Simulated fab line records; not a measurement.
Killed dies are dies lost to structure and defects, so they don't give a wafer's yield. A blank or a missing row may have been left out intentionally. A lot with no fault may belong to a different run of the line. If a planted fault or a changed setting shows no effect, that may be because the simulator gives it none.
A lot that was struck, set against a sound lot / flow sky130 / 15 steps out of a route of 708
Sound: wafers L757.1, L757.4, L757.6. Wafers struck: L748.2, L748.3, L748.4. The cause is given at the end.
Per side, at each step with rows, come the tool, then ch with its chambers, and then its first start. Under that, the readings that differ: sound wafers / struck wafers / difference of the means / sigmas: that difference in standard deviations of wafers without a fault.
alike: words and numbers the same on both sides, and readings whose means are apart by under 2 such deviations; not compared: readings that were withheld, readings missing a value for some wafer, numbers with overlapping values and no deviation given by the record, and bounds like >300 which may hide the same value.
A row with sigmas, a row that says differs or no value, or rows on one side alone: a step with any of these is where the two part. Numbers that have no deviation but don't overlap get no sigmas and don't part them. A reading that every wafer of one side lacks parts them only if that side has two wafers or more.

SKY_NWELL_OVL_MEAS_10:
  sound on overlay-02, day 9 05:38; struck on overlay-02, day 7 03:52
  alike: NWELL_00_OVL
then, 3 steps without rows for these wafers: SKY_NWELL_IMPLANT_11; SKY_NWELL_IMPLANT_12; SKY_NWELL_IMPLANT_13.
SKY_NWELL_STRIP_14: strips in O2/N2.
  sound on plasma_asher-03 ch 0,1, day 9 06:07; struck on plasma_asher-01 ch 0,1, day 7 04:21
reading=oes_product_au (a.u.); sound=0.722 0.715 0.711; struck=0.721 0.732 0.723; difference=+0.009; sigmas=+2
  alike: drypump_motor_current_A, strip_time_to_endpoint_s
  not compared: rf_hours_counter_h
SKY_NWELL_TW_MEAS_15:
  sound on film_metro-04, day 9 06:13; struck on film_metro-02, day 7 04:28
reading=NWELL_TW; sound=1813 1818 1815; struck=1838 1834 1848; difference=+25; sigmas=+3
then, 6 steps without rows for these wafers: SKY_NWELL_DEHYDRATE_16 (time 60 s); SKY_NWELL_HMDS_17 (prime time 60 s); SKY_NWELL_COAT_18 (resist thk 3000 nm); SKY_NWELL_SOFTBAKE_19; SKY_NWELL_EXPOSE_20 (exposes mask NWM COMPLEMENT, target cd 840 nm); SKY_NWELL_PEB_21.
SKY_NWELL_DEVELOP_22: develop time 60 s.
  sound on litho_track-03 ch 0, day 10 05:00; struck on litho_track-04 ch 0, day 8 00:00
reading=model.NWELL.cd_nm (nm); sound=829.8 830.3 831.2; struck=695.2 694.9 696.1; difference=-135.0; sigmas=
SKY_NWELL_OVL_MEAS_23:
  sound on overlay-01, day 10 05:24; struck on overlay-02, day 8 00:32
  alike: NWELL_01_OVL
-- the record jumps here: 41 days lie between the struck wafers' starts before and after (it left off in module NWELL and takes up again in module PAD_OPEN, whose first step shown is number 708 of the route) --
SKY_PAD_OPEN_PROBE_99:
  sound on prober-01, day 51 01:09; struck on prober-02, day 49 04:56
reading=model.etest.pfet_16v.r_on_ohm_um; sound=1.535e+04 1.559e+04 1.591e+04; struck=1.671e+04 1.665e+04 1.666e+04; difference=+1.057e+03; sigmas=
reading=model.etest.nfet_16v.r_on_ohm_um; sound=1.436e+04 1.45e+04 1.449e+04; struck=1.342e+04 1.333e+04 1.327e+04; difference=-1.110e+03; sigmas=
reading=model.etest.res_iso_pwell.width_nm (nm); sound=2640 2651 2628; struck=2524 2528 2519; difference=-116; sigmas=
reading=model.etest.res_nwell.line_ohm_um; sound=1130 1156 1152; struck=1103 1086 1111; difference=-46; sigmas=
reading=model.etest.res_nwell.width_nm (nm); sound=838.6 843.1 847; struck=892.8 893.2 893.2; difference=+50.2; sigmas=
reading=model.etest.pfet_16v.drive_ua_um; sound=241.8 235 236.4; struck=213.8 214.6 216.6; difference=-22.7; sigmas=
reading=model.etest.nfet_16v.drive_ua_um; sound=220.5 216.3 218.1; struck=223.1 226.3 232.7; difference=+9.1; sigmas=
  alike: killed_at_M0_to_M3, killed_at_M4_up, killed_at_contacts, killed_at_front_end, killed_at_other, killed_dies, killed_on_rim, killed_open, killed_short

== WHERE THEY PART ==
First at SKY_NWELL_STRIP_14; last, within this record, at SKY_NWELL_TW_MEAS_15. Later steps at which nothing parts them and some readings are alike: SKY_NWELL_OVL_MEAS_23, SKY_PAD_OPEN_PROBE_99.

WHY: whatever the simulator had introduced
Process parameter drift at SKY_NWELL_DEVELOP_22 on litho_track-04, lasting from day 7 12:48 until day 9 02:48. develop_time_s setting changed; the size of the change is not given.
